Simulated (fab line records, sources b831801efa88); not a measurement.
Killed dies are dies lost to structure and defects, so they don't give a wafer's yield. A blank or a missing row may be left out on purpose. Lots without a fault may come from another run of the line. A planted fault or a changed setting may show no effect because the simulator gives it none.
A struck lot beside a sound one | flow sky130 | 43 steps out of a route of 708
Sound: wafers L951.2, L951.3, L951.6. Struck: wafers L963.3, L963.5, L963.6. The cause comes at the end.
At each step with rows: each side's tool, then ch and its chambers, then its first start. Under that, the readings that differ: sound wafers | struck wafers | difference of the means | sigmas: that difference in standard deviations of wafers without a fault.
alike: readings whose means differ by less than 2 such deviations, and words and numbers that are the same on both sides. not compared: withheld readings, readings that some wafer has no value for, bounds like >300 that may hide the same value, and numbers for which the record gives no deviation and whose values overlap.
The two part at a step that has a row with sigmas, a row that says differs or no value, or rows on one side only. Numbers that don't overlap but have no deviation are shown without sigmas and don't part them. A reading that every wafer of one side lacks parts them only if that side has two wafers or more.

first, 4 steps without rows for these wafers: SKY_CONTACT_SOFTBAKE_10 (time 90 s); SKY_CONTACT_EXPOSE_11 (exposes mask CTM1, target cd 170 nm); SKY_CONTACT_PEB_12; SKY_CONTACT_DEVELOP_13 (develop time 60 s).
SKY_CONTACT_CD_MEAS_14: target cd 170 nm.
  sound on cd_sem-01, day 33 00:46; struck on cd_sem-02, day 36 23:29
  alike: cd_nm
SKY_CONTACT_OVL_MEAS_15:
  sound on overlay-02, day 33 00:53; struck on overlay-02, day 36 23:34
  alike: CONTACT_OVL
then, 1 step without rows for these wafers: SKY_CONTACT_ETCH_16 (etches BARC in N2/H2, stops on SiO2, time 45.9 s, target depth 60 nm).
SKY_CONTACT_ETCH_17: etches SiO2 in C4F8/O2/Ar, stops on Si3N4, target depth 340 nm.
  sound on rie_diel-04 ch 2,3, day 33 00:57; struck on rie_diel-02 ch 0,1,2, day 36 23:38
  alike: oes_product_au
then, 1 step without rows for these wafers: SKY_CONTACT_ETCH_18 (etches Si3N4 in CHF3/O2, stops on TiN, time 39 s, target depth 75 nm).
SKY_CONTACT_STRIP_19: strips in O2/N2.
  sound on plasma_asher-04 ch 0,1, day 33 01:02; struck on plasma_asher-04 ch 0,1, day 36 23:46
  alike: drypump_motor_current_A, oes_product_au, strip_time_to_endpoint_s
  not compared: rf_hours_counter_h
then, 2 steps without rows for these wafers: SKY_CONTACT_STRIP_20 (strips in post etch residue remover, time 1200 s); SKY_CONTACT_CLEAN_21 (cleans in IPA, time 180 s).
SKY_CONTACT_CLEAN_22: cleans in O3/DIW.
  sound on wet_bench-02 ch 0, day 33 01:33; struck on wet_bench-03 ch 2, day 37 00:34
then, 2 steps without rows for these wafers: SKY_CONTACT_SPUTTER_23 (material TiN, target thk 20 nm, time 80 s); SKY_CONTACT_CVD_24 (deposits W, target thk 340 nm, time 102.12 s).
SKY_CONTACT_RS_MEAS_25: measures by four-point-probe.
  sound on film_metro-04, day 33 01:50; struck on film_metro-03, day 37 00:52
  alike: CONTACT_W_RS
SKY_CONTACT_THK_MEAS_26: measures by xrf.
  sound on film_metro-04, day 33 01:56; struck on film_metro-03, day 37 00:58
  alike: CONTACT_W_THK
then, 1 step without rows for these wafers: SKY_CONTACT_CMP_27 (polishes, stops on SiO2, t overpolish 15 s, target thk 0 nm).
SKY_METAL1_SPUTTER_00: material Ti, target thk 15 nm, time 10 s.
  sound on pvd_sputter-02, day 33 02:17; struck on pvd_sputter-02, day 37 01:19
  alike: throttle_valve_pct
then, 3 steps without rows for these wafers: SKY_METAL1_SPUTTER_01 (material TiN, target thk 20 nm, time 16.7 s); SKY_METAL1_SPUTTER_02 (material AlCu, target thk 250 nm, time 13.3 s); SKY_METAL1_SPUTTER_03 (material Ti, target thk 5 nm, time 3.3 s).
SKY_METAL1_SPUTTER_04: material TiN, target thk 70 nm, time 58.3 s.
  sound on pvd_sputter-02, day 33 02:23; struck on pvd_sputter-02, day 37 01:24
  alike: throttle_valve_pct
SKY_METAL1_RS_MEAS_05: measures by four-point-probe.
  sound on film_metro-01, day 33 02:27; struck on film_metro-03, day 37 01:29
  alike: METAL1_ALCU_RS
SKY_METAL1_THK_MEAS_06: measures by xrf.
  sound on film_metro-01, day 33 02:34; struck on film_metro-03, day 37 01:35
  alike: METAL1_ALCU_THK
then, 8 steps without rows for these wafers: SKY_METAL1_DEHYDRATE_07 (time 60 s); SKY_METAL1_HMDS_08 (prime time 60 s); SKY_METAL1_COAT_09 (resist thk 60 nm); SKY_METAL1_COAT_10 (resist thk 450 nm); SKY_METAL1_SOFTBAKE_11 (time 90 s); SKY_METAL1_EXPOSE_12 (exposes mask MM1, target cd 140 nm); SKY_METAL1_PEB_13; SKY_METAL1_DEVELOP_14 (develop time 60 s).
SKY_METAL1_CD_MEAS_15: target cd 140 nm.
  sound on cd_sem-02, day 34 03:46; struck on cd_sem-02, day 38 04:20
  alike: cd_nm
SKY_METAL1_OVL_MEAS_16:
  sound on overlay-02, day 34 03:52; struck on overlay-01, day 38 04:25
  alike: METAL1_OVL
SKY_METAL1_DESCUM_17: chemistry O2, time 8 s.
  sound on rie_metal-03 ch 0,1, day 34 03:53; struck on rie_metal-03 ch 0,1, day 38 04:28
  alike: drypump_motor_current_A, he_backside_leak_sccm, oes_product_au
  not compared: rf_hours_counter_h
then, 6 steps without rows for these wafers: SKY_METAL1_ETCH_18 (etches BARC in N2/H2, stops on SiO2, time 45.9 s, target depth 60 nm); SKY_METAL1_METAL_ETCH_19 (etches the open film in Cl2/BCl3, stops on SiO2, target depth 360 nm, time 78 s); SKY_METAL1_STRIP_20 (strips in O2/N2); SKY_METAL1_STRIP_21 (strips in post etch residue remover, time 1200 s); SKY_METAL1_CLEAN_22 (cleans in IPA, time 180 s); SKY_METAL1_CLEAN_23 (cleans in O3/DIW).
-- the record jumps here: 11 days lie between the struck wafers' starts before and after (it left off in module METAL1 and takes up again in module PAD_OPEN, whose first step shown is number 708 of the route) --
SKY_PAD_OPEN_PROBE_99:
  the record has rows for the struck wafers here (prober-01, day 49 14:12) and none for the sound ones

WHERE THEY PART
Only at SKY_PAD_OPEN_PROBE_99, within this record.

WHY: what the simulator had put in
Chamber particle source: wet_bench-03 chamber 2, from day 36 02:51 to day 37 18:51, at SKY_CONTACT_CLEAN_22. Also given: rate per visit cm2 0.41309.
